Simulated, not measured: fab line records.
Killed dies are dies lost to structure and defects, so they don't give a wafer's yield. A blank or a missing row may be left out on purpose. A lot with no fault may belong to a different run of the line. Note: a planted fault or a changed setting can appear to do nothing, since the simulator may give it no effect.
Chamber matching / flow gf180mcu / GF_V3_ETCH_16 on rie diel-03 has 4 sister chambers
The step etches BARC in N2/H2. 8 wafers are shown with their chamber, then 8 later ones without.

WAFERS WITH THEIR CHAMBER
wafer=L191.6; chamber=2; drypump motor current A (A)=5.3; bias w (W)=100.2
wafer=L195.3; chamber=2; drypump motor current A (A)=5.3; bias w (W)=99.7
wafer=L198.4; chamber=0; drypump motor current A (A)=6.0; bias w (W)=100.4
wafer=L198.5; chamber=0; drypump motor current A (A)=6.1; bias w (W)=100.6
wafer=L206.1; chamber=3; drypump motor current A (A)=5.0; bias w (W)=100.1
wafer=L206.2; chamber=1; drypump motor current A (A)=5.6; bias w (W)=100.5
wafer=L206.6; chamber=1; drypump motor current A (A)=5.6; bias w (W)=100.6
wafer=L210.1; chamber=3; drypump motor current A (A)=5.0; bias w (W)=100.0

WAFERS WITHOUT THEIR CHAMBER
wafer=L210.4; drypump motor current A (A)=6.0; bias w (W)=100.2
wafer=L210.6; drypump motor current A (A)=5.3; bias w (W)=100.2
wafer=L211.2; drypump motor current A (A)=6.0; bias w (W)=99.9
wafer=L211.4; drypump motor current A (A)=5.6; bias w (W)=100.7
wafer=L211.6; drypump motor current A (A)=5.3; bias w (W)=99.8
wafer=L212.1; drypump motor current A (A)=5.4; bias w (W)=99.9
wafer=L212.2; drypump motor current A (A)=5.6; bias w (W)=100.4
wafer=L212.5; drypump motor current A (A)=6.1; bias w (W)=99.5

EACH ONE'S CHAMBER
wafer=L210.4; from the rows above=0; in truth=0
wafer=L210.6; from the rows above=2; in truth=2
wafer=L211.2; from the rows above=0; in truth=0
wafer=L211.4; from the rows above=1; in truth=1
wafer=L211.6; from the rows above=2; in truth=2
wafer=L212.1; from the rows above=2; in truth=2
wafer=L212.2; from the rows above=1; in truth=1
wafer=L212.5; from the rows above=0; in truth=0
Correctly placed: 8 of 8. Not placeable from these rows: 0. Placed wrongly: 0.
How it was worked out, from the rows above alone: a wafer's distance from a chamber is the root of the sum, over the readings, of the square of ((its reading less the chamber's mean) divided by the reading's scatter). If the next closest chamber is less than 2 further off than the closest, the wafer can't be placed; otherwise it belongs to the closest. For every chamber, the mean is computed from those of its wafers that are shown. The scatter: take each reading less its chamber's mean, square it, sum over the shown wafers, divide by the number of wafers less the number of chambers, and take the root.
